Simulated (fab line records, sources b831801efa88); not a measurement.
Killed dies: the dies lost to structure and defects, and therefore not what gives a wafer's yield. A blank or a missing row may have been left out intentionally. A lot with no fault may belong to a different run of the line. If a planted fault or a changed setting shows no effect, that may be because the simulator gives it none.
Which tool did it? + flow gf180mcu + 11 lots, 33 wafers sampled, at 5 steps of a route of 602

## WHAT THE GAUGES SHOWED, per wafer
GF_NSD_TW_MEAS_12. Usual: NSD_TW gives 4273 (standard deviation 18).
| lot  | measured     | on            | NSD_TW         | flag |
|------|--------------|---------------|----------------|------|
| L265 | day 13 09:02 | film metro-02 | 4270 4296 4276 |      |
| L267 | day 13 23:38 | film metro-03 | 4259 4271 4249 |      |
| L268 | day 14 04:01 | film metro-02 | 4291 4279 4287 |      |
| L274 | day 16 10:44 | film metro-01 | 4266 4248 4254 |      |
| L276 | day 17 06:19 | film metro-02 | 4283 4294 4276 |      |
| L277 | day 17 15:18 | film metro-01 | 4299 4295 4293 |      |
| L279 | day 18 05:43 | film metro-03 | 4259 4276 4272 |      |
| L281 | day 18 19:38 | film metro-03 | 4468 4499 4489 | OFF  |
| L282 | day 19 06:39 | film metro-02 | 4302 4276 4275 |      |
| L283 | day 19 14:11 | film metro-01 | 4506 4501 4513 | OFF  |
| L288 | day 21 06:38 | film metro-03 | 4267 4290 4276 |      |

GF_PSD_RS_MEAS_14: measures by four-point-probe. Usual: NSD_RS gives 46.19 ohm/sq (standard deviation 0.084).
| lot  | measured     | on            | NSD_RS (ohm/sq)   | flag |
|------|--------------|---------------|-------------------|------|
| L265 | day 14 05:52 | film metro-01 | 46.08 46.12 46.12 |      |
| L267 | day 14 20:27 | film metro-02 | 46.40 46.37 46.37 |      |
| L268 | day 15 01:31 | film metro-02 | 46.20 46.20 46.21 |      |
| L274 | day 17 10:04 | film metro-02 | 46.20 46.25 46.22 |      |
| L276 | day 18 05:16 | film metro-02 | 46.22 46.21 46.22 |      |
| L277 | day 18 15:31 | film metro-03 | 46.19 46.14 46.26 |      |
| L279 | day 19 06:26 | film metro-01 | 46.19 46.20 46.13 |      |
| L281 | day 19 20:52 | film metro-02 | 42.50 42.36 42.52 | OFF  |
| L282 | day 20 07:32 | film metro-01 | 46.21 46.10 46.21 |      |
| L283 | day 20 15:02 | film metro-02 | 42.30 42.50 42.46 | OFF  |
| L288 | day 22 06:55 | film metro-03 | 46.10 46.11 46.02 |      |

GF_V1_THK_MEAS_03. Usual: V1_CVD_02_THK gives 852 nm (standard deviation 11).
| lot  | measured     | on            | V1_CVD_02_THK (nm) | flag |
|------|--------------|---------------|--------------------|------|
| L265 | day 17 02:44 | film metro-01 | 855 849 858        |      |
| L267 | day 17 19:02 | film metro-01 | 854 853 860        |      |
| L268 | day 18 01:10 | film metro-04 | 837 857 860        |      |
| L274 | day 20 15:09 | film metro-04 | 850 855 856        |      |
| L276 | day 21 10:35 | film metro-02 | 832 848 860        |      |
| L277 | day 21 20:28 | film metro-04 | 844 861 866        |      |
| L279 | day 22 11:52 | film metro-04 | 845 848 852        |      |
| L281 | day 23 00:03 | film metro-02 | 833 833 863        |      |
| L282 | day 23 10:48 | film metro-02 | 831 854 853        |      |
| L283 | day 23 20:14 | film metro-04 | 844 848 858        |      |
| L288 | day 25 05:46 | film metro-04 | 844 871 857        |      |

## TOOL THAT RAN EACH LOT (tool first, then ch and the chambers of the sampled wafers, then the start)
| lot  | GF_NSD_IMPLANT_09               | GF_NSD_STRIP_11                      |
|------|---------------------------------|--------------------------------------|
| L265 | implanter-03 ch 0, day 13 08:38 | plasma asher-03 ch 0,1, day 13 08:56 |
| L267 | implanter-04 ch 0, day 13 23:15 | plasma asher-02 ch 0,1, day 13 23:32 |
| L268 | implanter-03 ch 0, day 14 03:37 | plasma asher-04 ch 0,1, day 14 03:55 |
| L274 | implanter-04 ch 0, day 16 10:22 | plasma asher-04 ch 0,1, day 16 10:39 |
| L276 | implanter-03 ch 0, day 17 05:55 | plasma asher-03 ch 0,1, day 17 06:13 |
| L277 | implanter-03 ch 0, day 17 14:56 | plasma asher-03 ch 0,1, day 17 15:13 |
| L279 | implanter-03 ch 0, day 18 05:21 | plasma asher-04 ch 0,1, day 18 05:37 |
| L281 | implanter-03 ch 0, day 18 19:14 | plasma asher-04 ch 0,1, day 18 19:32 |
| L282 | implanter-01 ch 0, day 19 06:17 | plasma asher-03 ch 0,1, day 19 06:34 |
| L283 | implanter-03 ch 0, day 19 13:48 | plasma asher-03 ch 0,1, day 19 14:05 |
| L288 | implanter-04 ch 0, day 21 06:15 | plasma asher-03 ch 0,1, day 21 06:32 |
- GF_NSD_IMPLANT_09
- GF_NSD_STRIP_11: strips in O2/N2.

## WHAT THE TOOLS THEMSELVES READ (means of the sampled wafers that have a number; where no wafer has one, the mark that the record gives instead)
GF_NSD_IMPLANT_09. Usual: beam energy keV at 60.003, with a standard deviation of 0.018.
| lot  | tool         | beam energy keV | flag |
|------|--------------|-----------------|------|
| L265 | implanter-03 | 59.989          |      |
| L267 | implanter-04 | 60.000          |      |
| L268 | implanter-03 | 59.990          |      |
| L274 | implanter-04 | 60.012          |      |
| L276 | implanter-03 | 60.037          |      |
| L277 | implanter-03 | 59.973          |      |
| L279 | implanter-03 | 60.011          |      |
| L281 | implanter-03 | 74.782          | OFF  |
| L282 | implanter-01 | 60.018          |      |
| L283 | implanter-03 | 74.798          | OFF  |
| L288 | implanter-04 | 60.024          |      |

GF_NSD_STRIP_11. Usual: drypump motor current A 5.54 A, standard deviation 0.28; heater power w 335 W, standard deviation 29; o2 flow sccm 3000 sccm, standard deviation 9.9; oes product au 0.487 a.u., standard deviation 0.0043; strip time to endpoint s 22.96 s, standard deviation 0.036.
| lot  | tool            | drypump motor current A (A) | heater power w (W) | o2 flow sccm (sccm) | oes product au (a.u.) | strip time to endpoint s (s) | flag |
|------|-----------------|-----------------------------|--------------------|---------------------|-----------------------|------------------------------|------|
| L265 | plasma asher-03 | 5.81                        | 360                | 3000                | 0.485                 | 22.97                        |      |
| L267 | plasma asher-02 | 5.38                        | 333                | 3002                | 0.486                 | 22.91                        |      |
| L268 | plasma asher-04 | 5.28                        | 311                | 3010                | 0.487                 | 23.02                        |      |
| L274 | plasma asher-04 | 5.26                        | 310                | 3006                | 0.489                 | 22.90                        |      |
| L276 | plasma asher-03 | 5.68                        | 341                | 3003                | 0.490                 | 22.92                        |      |
| L277 | plasma asher-03 | 5.83                        | 363                | 3003                | 0.489                 | 22.99                        |      |
| L279 | plasma asher-04 | 5.26                        | 315                | 2990                | 0.491                 | 22.94                        |      |
| L281 | plasma asher-04 | 5.27                        | 317                | 3009                | 0.469                 | 25.01                        | OFF  |
| L282 | plasma asher-03 | 5.83                        | 358                | 2978                | 0.487                 | 22.97                        |      |
| L283 | plasma asher-03 | 5.83                        | 357                | 3001                | 0.464                 | 24.97                        | OFF  |
| L288 | plasma asher-03 | 5.84                        | 351                | 2994                | 0.486                 | 22.98                        |      |

## THE ANSWER, worked out from the rows above alone
Rule: a lot counts as off when the mean over its wafers that have a number is more than 3 standard deviations away from the usual mean. A lot without any number at a reading at which 4 lots or more have one is off too. Any other lot the step has rows for is counted as sound. Order of review: gauges by route order, followed by the tools' own readings, for which a lot's mean as printed above is used. The first step at which some lot is off is used, and at that step the reading that is off furthest; a lot without a number counts as furthest.
Off: at GF_NSD_TW_MEAS_12 (NSD_TW), L281, L283.
A tool fits if, at a process step before that reading, it ran every lot that is off, and no sound lot after the first of them. The gauges at GF_NSD_TW_MEAS_12 aren't tried: what is off there is off at GF_PSD_RS_MEAS_14 too, on other tools, and a gauge's error can't cause that. One fits: implanter-03 at GF_NSD_IMPLANT_09. A fault onset in the window from L279 (day 18 05:21, its last sound lot) to L281 (day 18 19:14, its first lot off) fits.
The tool's own readings at GF_NSD_IMPLANT_09 bear it out: on the lots that are off they differ by more than 5 times the standard deviation of the sound lots' means. beam energy keV reads 74.790 there against 60.006 on the sound lots.

## WHAT THE SIMULATOR PUT IN
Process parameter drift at GF_NSD_IMPLANT_09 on implanter-03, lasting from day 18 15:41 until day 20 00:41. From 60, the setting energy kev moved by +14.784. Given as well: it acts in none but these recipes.
Lots struck among those shown: L281, L283. The rule above found the same.
